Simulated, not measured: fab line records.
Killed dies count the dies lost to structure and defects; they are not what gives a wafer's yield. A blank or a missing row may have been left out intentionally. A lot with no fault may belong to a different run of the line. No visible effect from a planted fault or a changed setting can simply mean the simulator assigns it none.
Matching of chambers + flow sky130 + SKY_FIELD_ISO_ETCH_14 on rie diel-03 has 4 sister chambers
The step etches BARC in N2/H2, stops on SiO2, time 45.9 s, target depth 60 nm. 4 wafers are shown with their chamber, then 7 later ones without.

WAFERS PAIRED WITH THEIR CHAMBERS
| wafer  | chamber | throttle valve pct (%) |
|--------|---------|------------------------|
| L423.1 | 0       | 13.201                 |
| L428.1 | 3       | 13.237                 |
| L432.2 | 1       | 13.207                 |
| L432.3 | 2       | 13.237                 |

WAFERS MISSING THEIR CHAMBER
| wafer  | throttle valve pct (%) |
|--------|------------------------|
| L432.5 | 13.224                 |
| L440.1 | 13.236                 |
| L440.4 | 13.225                 |
| L440.5 | 13.229                 |
| L442.1 | 13.243                 |
| L442.3 | 13.227                 |
| L442.4 | 13.214                 |

EACH ONE'S CHAMBER
| wafer  | from the rows above               | in truth |
|--------|-----------------------------------|----------|
| L432.5 | can't be placed: 2 or 3 or 1 or 0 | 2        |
| L440.1 | can't be placed: 2 or 3           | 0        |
| L440.4 | can't be placed: 2 or 3 or 1 or 0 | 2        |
| L440.5 | can't be placed: 2 or 3 or 1      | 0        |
| L442.1 | can't be placed: 2 or 3           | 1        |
| L442.3 | can't be placed: 2 or 3 or 1 or 0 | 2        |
| L442.4 | can't be placed: 1 or 0 or 2 or 3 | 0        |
0 of 7 placed correctly. From these rows, 7 cannot be placed; in 4 the true chamber is one of the candidates. Wrongly placed: 0.
How it was worked out, from the rows above alone: a wafer's distance from a chamber is the root of the sum, over the readings, of the square of ((its reading less the chamber's mean) divided by the reading's scatter). If the next closest chamber is less than 2 further off than the closest, the wafer can't be placed; otherwise it belongs to the closest. A chamber's mean is the mean of its shown wafers. The scatter: with one shown wafer a chamber, the root of the mean of the squares of how far each hidden wafer lies from its nearest shown one.
